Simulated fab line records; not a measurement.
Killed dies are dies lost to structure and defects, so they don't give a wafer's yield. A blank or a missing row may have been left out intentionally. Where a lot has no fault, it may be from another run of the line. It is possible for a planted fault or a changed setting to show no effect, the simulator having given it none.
Matching of chambers || flow gf180mcu || cmp-01 running GF_V1_CMP_04: 4 sister chambers
The step polishes SiO2. 4 wafers are shown with their chamber, then 10 later ones without.

## WAFERS PAIRED WITH THEIR CHAMBERS
{"wafer": "L080.5", "chamber": 3, "motor_current_A (A)": 12.6}
{"wafer": "L088.2", "chamber": 0, "motor_current_A (A)": 11.9}
{"wafer": "L089.2", "chamber": 2, "motor_current_A (A)": 13.2}
{"wafer": "L089.4", "chamber": 1, "motor_current_A (A)": 11.2}

## WAFERS MISSING THEIR CHAMBER
{"wafer": "L089.6", "motor_current_A (A)": 13.3}
{"wafer": "L090.1", "motor_current_A (A)": 13.0}
{"wafer": "L090.3", "motor_current_A (A)": 12.4}
{"wafer": "L090.6", "motor_current_A (A)": 11.7}
{"wafer": "L095.2", "motor_current_A (A)": 13.8}
{"wafer": "L095.4", "motor_current_A (A)": 12.3}
{"wafer": "L095.5", "motor_current_A (A)": 10.8}
{"wafer": "L097.3", "motor_current_A (A)": 12.9}
{"wafer": "L097.4", "motor_current_A (A)": 11.3}
{"wafer": "L097.6", "motor_current_A (A)": 12.1}

## THE CHAMBER EACH PASSED THROUGH
{"wafer": "L089.6", "from the rows above": 2, "in truth": 2}
{"wafer": "L090.1", "from the rows above": "can't be placed: 2 or 3", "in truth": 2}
{"wafer": "L090.3", "from the rows above": "can't be placed: 3 or 0", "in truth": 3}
{"wafer": "L090.6", "from the rows above": "can't be placed: 0 or 1", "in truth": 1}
{"wafer": "L095.2", "from the rows above": 2, "in truth": 2}
{"wafer": "L095.4", "from the rows above": "can't be placed: 3 or 0", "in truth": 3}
{"wafer": "L095.5", "from the rows above": 1, "in truth": 1}
{"wafer": "L097.3", "from the rows above": "can't be placed: 2 or 3", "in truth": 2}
{"wafer": "L097.4", "from the rows above": "can't be placed: 1 or 0", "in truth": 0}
{"wafer": "L097.6", "from the rows above": "can't be placed: 0 or 3", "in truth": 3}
Correctly placed: 3 of 10. Can't be placed from these rows: 7 (the true chamber is among the candidates in 7). Number placed wrongly: 0.
How it was worked out, from the rows above alone: a wafer's distance from a chamber is the root of the sum, over the readings, of the square of ((its reading less the chamber's mean) divided by the reading's scatter). If the next closest chamber is less than 2 further off than the closest, the wafer can't be placed; otherwise it belongs to the closest. For every chamber, the mean is computed from those of its wafers that are shown. The scatter: root of mean squared gap, hidden wafer to nearest shown wafer, with one shown wafer a chamber.
